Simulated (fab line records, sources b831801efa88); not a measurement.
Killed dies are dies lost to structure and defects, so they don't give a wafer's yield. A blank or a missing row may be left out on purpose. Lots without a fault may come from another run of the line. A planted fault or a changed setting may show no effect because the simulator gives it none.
Which tool did it? | flow sky130 | 24 lots, 72 wafers sampled, at 1 step of a route of 708

WHAT THE GAUGES READ, wafer by wafer
SKY_SPACER_THK_MEAS_01.
lot  | measured     | on            | SPACER_CVD_00_THK (nm)
L074 | day 23 05:52 | film_metro-03 | 42.9 43.1 42.7
L075 | day 23 16:08 | film_metro-02 | 43.8 43.4 43.6
L076 | day 23 19:38 | film_metro-01 | 43.1 43.1 43.3
L077 | day 24 20:56 | film_metro-03 | 42.7 42.4 42.6
L078 | day 25 23:23 | film_metro-01 | 43.5 43.9 43.5
L080 | day 26 07:44 | film_metro-02 | 43.1 43.5 43.5
L079 | day 26 08:56 | film_metro-03 | 43.0 42.7 43.4
L082 | day 26 23:34 | film_metro-02 | 43.1 43.1 43.3
L081 | day 26 23:35 | film_metro-03 | 42.9 42.5 42.4
L083 | day 27 04:59 | film_metro-02 | 43.0 43.2 43.2
L084 | day 27 09:35 | film_metro-02 | 43.0 42.9 42.8
L085 | day 27 09:36 | film_metro-03 | 43.4 43.2 43.1
L087 | day 27 23:13 | film_metro-03 | 42.7 43.1 43.0
L086 | day 28 03:50 | film_metro-02 | 43.2 42.9 43.2
L089 | day 28 18:20 | film_metro-01 | 43.0 42.6 42.7
L088 | day 28 23:23 | film_metro-03 | 43.1 42.7 42.9
L090 | day 29 02:59 | film_metro-03 | 43.2 43.6 43.2
L091 | day 29 08:32 | film_metro-03 | 42.9 43.1 43.8
L092 | day 29 15:02 | film_metro-02 | 43.3 43.3 42.6
L093 | day 29 17:12 | film_metro-01 | 42.9 43.1 43.5
L094 | day 29 23:23 | film_metro-03 | 43.8 44.0 43.5
L095 | day 30 20:25 | film_metro-02 | 43.3 43.3 43.5
L096 | day 30 22:56 | film_metro-01 | 43.3 43.3 43.2
L097 | day 31 00:11 | film_metro-02 | 42.8 42.9 42.8

WHICH TOOL RAN EACH LOT (tool, then ch and the chambers of the sampled wafers, then the start)
The record holds no process step before these readings.

WHAT THE TOOLS THEMSELVES READ (means of the sampled wafers that have a number; where no wafer has one, the mark that the record gives instead)
The record holds no such reading with a usual standard deviation.

THE ANSWER, worked out from the rows above alone
Rule: what is usual is taken from the lots themselves. Put in order of their means at a reading, lots are off if they are a third of the lots or fewer, leave a main group of 4 or more, and stand apart from it by a gap of 3 or more times the standard deviation of the main group's means; of several such gaps the widest counts. A main group whose means are all the same, to the digits that the tables above print for the reading, isn't used. A lot without any number at a reading at which 4 lots or more have one is off too. The other lots that the step has rows for count as sound. The gauges are gone through in route order, then the tools' own readings, and for those a lot's mean is taken as printed above. The first step at which some lot is off is used, and at that step the reading that is off furthest; a lot without a number counts as furthest.
No lot is off at any reading shown: from this, nothing can be told.

WHAT THE SIMULATOR HAD PUT IN
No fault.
